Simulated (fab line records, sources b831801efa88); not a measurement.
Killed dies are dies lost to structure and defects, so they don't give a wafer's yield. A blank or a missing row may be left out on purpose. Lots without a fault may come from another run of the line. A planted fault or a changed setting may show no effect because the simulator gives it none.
Which tool did it? | flow sky130 | 15 lots, 45 wafers sampled, at 2 steps of a route of 708

WHAT THE GAUGES READ, wafer by wafer
The record holds no reading of a measuring or inspecting step that can be judged against a usual standard deviation.

WHICH TOOL RAN EACH LOT (tool, then ch and the chambers of the sampled wafers, then the start)
lot  | SKY_LDD_N_IMPLANT_11            | SKY_PAD_OPEN_PROBE_99
L354 | implanter-01 ch 0, day 18 08:14 | -
L357 | implanter-01 ch 0, day 19 19:23 | -
L360 | implanter-03 ch 0, day 20 12:38 | -
L362 | implanter-02 ch 0, day 21 05:09 | -
L363 | implanter-02 ch 0, day 21 19:44 | -
L364 | implanter-03 ch 0, day 22 03:09 | -
L365 | implanter-02 ch 0, day 22 06:43 | -
L367 | implanter-01 ch 0, day 22 23:38 | -
L366 | implanter-01 ch 0, day 23 02:03 | -
L368 | implanter-01 ch 0, day 23 05:20 | prober-02, day 49 20:52
L369 | implanter-03 ch 0, day 23 17:38 | -
L370 | implanter-01 ch 0, day 23 23:59 | -
L371 | implanter-01 ch 0, day 24 02:26 | -
L372 | implanter-02 ch 0, day 24 14:20 | -
L377 | implanter-03 ch 0, day 26 12:07 | -
- SKY_LDD_N_IMPLANT_11
- SKY_PAD_OPEN_PROBE_99

WHAT THE TOOLS THEMSELVES READ (means of the sampled wafers that have a number; where no wafer has one, the mark that the record gives instead)
SKY_LDD_N_IMPLANT_11. Usual: beam_energy_keV 20.000, standard deviation 0.0061; beam_on_s 9.96 s, standard deviation 0.2.
lot  | tool         | beam_energy_keV | beam_on_s (s) | flag
L354 | implanter-01 | 19.999          | 9.93          |
L357 | implanter-01 | 19.996          | 9.87          |
L360 | implanter-03 | 20.006          | 9.73          |
L362 | implanter-02 | 20.004          | 9.91          |
L363 | implanter-02 | 19.999          | 10.02         |
L364 | implanter-03 | 19.988          | 10.07         |
L365 | implanter-02 | 19.998          | 9.89          |
L367 | implanter-01 | 20.002          | 10.11         |
L366 | implanter-01 | 20.001          | 9.82          |
L368 | implanter-01 | 17.672          | 9.92          | OFF
L369 | implanter-03 | 20.007          | 10.16         |
L370 | implanter-01 | 17.672          | 10.12         | OFF
L371 | implanter-01 | 17.663          | 10.06         | OFF
L372 | implanter-02 | 19.997          | 9.94          |
L377 | implanter-03 | 20.007          | 9.91          |

SKY_PAD_OPEN_PROBE_99. Usual: killed_at_M0_to_M3 44, standard deviation 6.9; killed_at_M4_up 3.1, standard deviation 1.7; killed_at_contacts 25, standard deviation 5.6; killed_at_front_end 14, standard deviation 4.3; killed_at_other 0.3, standard deviation 0.51; killed_dies 86, standard deviation 9.8; killed_open 47, standard deviation 6.5; killed_short 39, standard deviation 6.6.
lot  | tool      | killed_at_M0_to_M3 | killed_at_M4_up | killed_at_contacts | killed_at_front_end | killed_at_other | killed_dies | killed_open | killed_short | flag
L368 | prober-02 | 36                 | 2.0             | 26                 | 16                  | 0.3             | 80          | 44          | 36           |

THE ANSWER, worked out from the rows above alone
Rule: a lot is off if the mean of its wafers that have a number lies more than 3 standard deviations from the usual mean. A lot without any number at a reading at which 4 lots or more have one is off too. The other lots that the step has rows for count as sound. The gauges are gone through in route order, then the tools' own readings, and for those a lot's mean is taken as printed above. The first step at which some lot is off is used, and at that step the reading that is off furthest; a lot without a number counts as furthest.
Off: L368, L370, L371, at SKY_LDD_N_IMPLANT_11 (beam_energy_keV).
A tool fits if, at that step or a process step before it, it ran every lot that is off, and no sound lot after the first of them. One fits: implanter-01 at SKY_LDD_N_IMPLANT_11. Its last sound lot is L366 (day 23 02:03), its first lot that is off L368 (day 23 05:20): a fault that began between those two fits.
The tool's own readings at SKY_LDD_N_IMPLANT_11 bear it out: on the lots that are off they differ by more than 5 times the standard deviation of the sound lots' means. beam_energy_keV reads 17.669 there against 20.000 on the sound lots.

WHAT THE SIMULATOR HAD PUT IN
Process parameter drift: implanter-01, from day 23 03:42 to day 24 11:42, at SKY_LDD_N_IMPLANT_11. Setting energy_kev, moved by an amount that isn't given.
Lots struck among those shown: L368, L370, L371. The rule above found the same.
